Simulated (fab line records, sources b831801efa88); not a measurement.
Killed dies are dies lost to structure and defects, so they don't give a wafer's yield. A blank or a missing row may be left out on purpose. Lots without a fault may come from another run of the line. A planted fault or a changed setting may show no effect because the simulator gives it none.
fab line records | flow gf180mcu | part 2 of 2: steps 31 to 43 of 43
record lots=5 wafers=15 last_day=34
route steps=602 shown SALICIDE@286 CONTACT@287 M1@315
lots that met no fault: from a run of the same line without faults
start_h: hours from the record's first day to the start of the lot's first wafer shown | wait_h: hours since the lot's step before | " the same as in the row above | L1.1+2: a row that stands for several wafers | - no value, or no start given | * or withheld: withheld | < > ~ a bound
route shown NAME@n: a module of which the file shows steps, and the number in the route of the first | usual: mean/standard deviation of fault-free wafers | same: alike in all rows | chamber/n: place in a boat | sites: the reading at each site | _std_site: their standard deviation | _edge_site: outer sites' mean less inner sites' | radius_mm: how far each site lies from the wafer's centre | mask NAME#n: copy n | behind: the tool/chamber that last shaped the wafer | hold: why the lot was held/for how many hours/how that ended | device: the transistor (n, p or np) that didn't switch | end of line: the same wafers' tests at the end of the route | a step without rows: its recipe alone | killed: dies lost to structure and defects at the first sort, not the wafer's yield | map: a wafer's dies, x killed, . not, _ none there
set.NAME: the setting as run; set.NAME@STEP: as run at that earlier step | model.NAME: the simulator's own value behind a step, which no gauge read
lots at some steps of the route; a table a step, a row a wafer
services: from which hour (start_h, from the record's first day; less than 0 if before it) a tool's chamber was out of use, for how many hours, and why
## steps
# step GF_M1_SPUTTER_01
# recipe material=TiN target_thk_nm=30 power_w=6500 time_s=25 chamber_pressure_pa=0.4
# usual throttle_valve_pct=29.6/0.72
# columns lot.wafer tool chamber start_h wait_h throttle_valve_pct
L074.2 pvd_sputter-02 - 361.97 0.1 29.0
L074.4 " - " " 30.3
L074.6 " - " " 29.1
L076.1 pvd_sputter-02 - 381.01 0.1 30.6
L076.3 " - " " 30.0
L076.4 " - " " 29.2
L089.2 pvd_sputter-02 - 496.72 0.1 29.1
L089.3 " - " " 29.1
L089.4 " - " " 30.1
L092.1 pvd_sputter-01 - 517.40 0.1 30.0
L092.2 " - " " 30.0
L092.3 " - " " 30.4
L096.2 pvd_sputter-01 - 556.17 0.1 29.1
L096.3 " - " " 30.5
L096.6 " - " " 30.4
# step GF_M1_SPUTTER_02
# recipe material=AlCu target_thk_nm=450 power_w=10600 time_s=23.9 chamber_pressure_pa=0.4
# usual throttle_valve_pct=29.6/0.72
# columns lot.wafer tool chamber start_h wait_h throttle_valve_pct
L074.2 pvd_sputter-02 - 362.00 0.0 29.0
L074.4 " - " " 29.8
L074.6 " - " " 29.2
L076.1 pvd_sputter-02 - 381.04 0.0 30.9
L076.3 " - " " 30.5
L076.4 " - " " 29.1
L089.2 pvd_sputter-02 - 496.75 0.0 28.9
L089.3 " - " " 29.4
L089.4 " - " " 30.3
L092.1 pvd_sputter-01 - 517.43 0.0 29.8
L092.2 " - " " 29.7
L092.3 " - " " 30.5
L096.2 pvd_sputter-01 - 556.20 0.0 29.2
L096.3 " - " " 30.2
L096.6 " - " " 30.5
# step GF_M1_SPUTTER_03
# recipe material=Ti target_thk_nm=10 substrate_temp_c=300 chamber_pressure_pa=0.3 power_w=3000 time_s=6.7
# usual throttle_valve_pct=29.6/0.75
# columns lot.wafer tool chamber start_h wait_h throttle_valve_pct
L074.2 pvd_sputter-02 - 362.03 0.0 29.1
L074.4 " - " " 30.3
L074.6 " - " " 29.2
L076.1 pvd_sputter-02 - 381.07 0.0 30.9
L076.3 " - " " 30.1
L076.4 " - " " 28.8
L089.2 pvd_sputter-02 - 496.78 0.0 28.9
L089.3 " - " " 29.2
L089.4 " - " " 30.3
L092.1 pvd_sputter-01 - 517.46 0.0 29.7
L092.2 " - " " 29.7
L092.3 " - " " 30.6
L096.2 pvd_sputter-01 - 556.23 0.0 29.4
L096.3 " - " " 30.7
L096.6 " - " " 30.6
# step GF_M1_SPUTTER_04
# recipe material=TiN target_thk_nm=50 power_w=6500 time_s=41.7 chamber_pressure_pa=0.4
# usual throttle_valve_pct=29.7/0.71
# columns lot.wafer tool chamber start_h wait_h throttle_valve_pct
L074.2 pvd_sputter-02 - 362.05 0.0 29.0
L074.4 " - " " 30.0
L074.6 " - " " 29.2
L076.1 pvd_sputter-02 - 381.09 0.0 31.0
L076.3 " - " " 30.0
L076.4 " - " " 29.0
L089.2 pvd_sputter-02 - 496.80 0.0 29.0
L089.3 " - " " 29.1
L089.4 " - " " 30.3
L092.1 pvd_sputter-01 - 517.48 0.0 29.8
L092.2 " - " " 29.9
L092.3 " - " " 30.6
L096.2 pvd_sputter-01 - 556.25 0.0 29.5
L096.3 " - " " 30.6
L096.6 " - " " 30.6
# step GF_M1_RS_MEAS_05
# recipe thk_meas_gauge=four-point-probe reads=TiN_of_M1_SPUTTER_04+Ti_of_M1_SPUTTER_03+AlCu_of_M1_SPUTTER_02+TiN_of_M1_SPUTTER_01+Ti_of_M1_SPUTTER_00
# usual M1_ALCU_RS=0.0694/0.00087
# columns lot.wafer tool chamber start_h wait_h M1_ALCU_RS[ohm/sq]
L074.2 film_metro-03 - 362.11 0.0 0.0694
L074.4 " - " " 0.0683
L074.6 " - " " 0.0696
L076.1 film_metro-01 - 381.13 0.0 0.0684
L076.3 " - " " 0.0693
L076.4 " - " " 0.0700
L089.2 film_metro-03 - 496.86 0.0 0.0704
L089.3 " - " " 0.0691
L089.4 " - " " 0.0685
L092.1 film_metro-01 - 517.52 0.0 0.0706
L092.2 " - " " 0.0699
L092.3 " - " " 0.0692
L096.2 film_metro-02 - 556.31 0.0 0.0695
L096.3 " - " " 0.0674
L096.6 " - " " 0.0681
# step GF_M1_THK_MEAS_06
# recipe thk_meas_gauge=xrf reads=AlCu_of_M1_SPUTTER_02
# usual M1_ALCU_THK=458/6.8
# columns lot.wafer tool chamber start_h wait_h M1_ALCU_THK[nm]
L074.2 film_metro-03 - 362.22 0.1 456
L074.4 " - " " 466
L074.6 " - " " 456
L076.1 film_metro-01 - 381.25 0.1 457
L076.3 " - " " 454
L076.4 " - " " 449
L089.2 film_metro-03 - 496.97 0.1 454
L089.3 " - " " 463
L089.4 " - " " 466
L092.1 film_metro-01 - 517.64 0.1 446
L092.2 " - " " 449
L092.3 " - " " 454
L096.2 film_metro-02 - 556.42 0.1 455
L096.3 " - " " 474
L096.6 " - " " 466
# step GF_M1_DEHYDRATE_07
# recipe temp_c=200 time_s=60
# columns lot.wafer tool chamber start_h wait_h
L074.2+4+6 litho_track-02 0 373.55 11.3
L076.1+3+4 litho_track-03 0 391.79 10.5
L089.2+3+4 litho_track-02 0 508.45 11.5
L092.1+2+3 litho_track-04 0 529.74 12.1
L096.2+3+6 litho_track-04 0 566.62 10.2
# step GF_M1_HMDS_08
# recipe prime_time_s=60 prime_temp_c=120
# columns lot.wafer tool chamber start_h wait_h
L074.2+4+6 litho_track-02 0 373.70 0.1
L076.1+3+4 litho_track-03 0 391.94 0.1
L089.2+3+4 litho_track-02 0 508.60 0.1
L092.1+2+3 litho_track-04 0 529.89 0.1
L096.2+3+6 litho_track-04 0 566.77 0.1
# step GF_M1_COAT_09
# recipe resist=KrF spin_rpm=withheld resist_thk_nm=1000
# columns lot.wafer tool chamber start_h wait_h
L074.2+4+6 litho_track-02 0 373.85 0.1
L076.1+3+4 litho_track-03 0 392.09 0.1
L089.2+3+4 litho_track-02 0 508.75 0.1
L092.1+2+3 litho_track-04 0 530.04 0.1
L096.2+3+6 litho_track-04 0 566.92 0.1
# step GF_M1_SOFTBAKE_10
# recipe temp_c=130 time_s=60 resist=KrF
# columns lot.wafer tool chamber start_h wait_h
L074.2+4+6 litho_track-02 0 374.00 0.1
L076.1+3+4 litho_track-03 0 392.24 0.1
L089.2+3+4 litho_track-02 0 508.90 0.1
L092.1+2+3 litho_track-04 0 530.19 0.1
L096.2+3+6 litho_track-04 0 567.07 0.1
# step GF_M1_EXPOSE_11
# recipe mask_id=Metal1 target_cd_nm=230 na=0.68 source_shape=conventional sigma_outer=0.6 dose_mj=28.18
# same na=0.68
# columns lot.wafer tool chamber start_h wait_h mask
L074.2+4+6 krf_scanner-02 0 - - Metal1#0
L076.1+3+4 krf_scanner-01 0 - - Metal1#0
L089.2+3+4 krf_scanner-01 0 - - Metal1#0
L092.1+2+3 krf_scanner-01 0 - - Metal1#0
L096.2+3+6 krf_scanner-02 0 - - Metal1#0
# step GF_M1_PEB_12
# recipe peb_temp_c=135 peb_time_s=90 resist=KrF
# columns lot.wafer tool chamber start_h wait_h
L074.2+4+6 litho_track-03 0 - -
L076.1+3+4 litho_track-02 0 - -
L089.2+3+4 litho_track-04 0 - -
L092.1+2+3 litho_track-04 0 - -
L096.2+3+6 litho_track-02 0 - -
# step GF_M1_DEVELOP_13
# recipe develop_time_s=60 dev_temp_c=21
# columns lot.wafer tool chamber start_h wait_h
L074.2+4+6 litho_track-03 0 384.31 0.2
L076.1+3+4 litho_track-02 0 404.42 0.2
L089.2+3+4 litho_track-04 0 519.72 0.2
L092.1+2+3 litho_track-04 0 540.29 0.2
L096.2+3+6 litho_track-02 0 577.94 0.2
## services
# columns tool chamber start_h hours kind
krf_scanner-01 - 314.19 1.0 pm
rie_diel-04 0 338.28 3.5 repair
wet_bench-04 - 345.92 4.1 repair
rie_diel-04 0 351.70 1.6 repair
pvd_sputter-04 - 367.59 1.8 repair
pvd_sputter-04 - 373.11 1.0 repair
krf_scanner-01 - 374.48 4.4 pm
pvd_sputter-02 - 393.13 2.4 repair
cmp-02 - 406.73 4.0 pm
wet_bench-01 - 414.76 6.2 repair
krf_scanner-01 - 415.64 4.0 pm
krf_scanner-01 - 419.66 1.3 pm
krf_scanner-01 - 456.78 0.8 pm
cmp-02 - 472.61 2.6 repair
wet_bench-03 - 480.22 3.1 repair
krf_scanner-01 - 483.19 1.0 pm
rie_diel-04 1 484.68 2.4 repair
cmp-02 - 485.18 1.0 repair
pvd_sputter-01 - 490.10 2.8 repair
rie_diel-04 0 512.71 9.9 repair
cmp-02 - 529.59 8.5 pm
pvd_sputter-04 - 546.51 5.0 repair
pvd_sputter-04 - 569.97 4.2 repair
rie_diel-04 3 574.16 34.2 repair
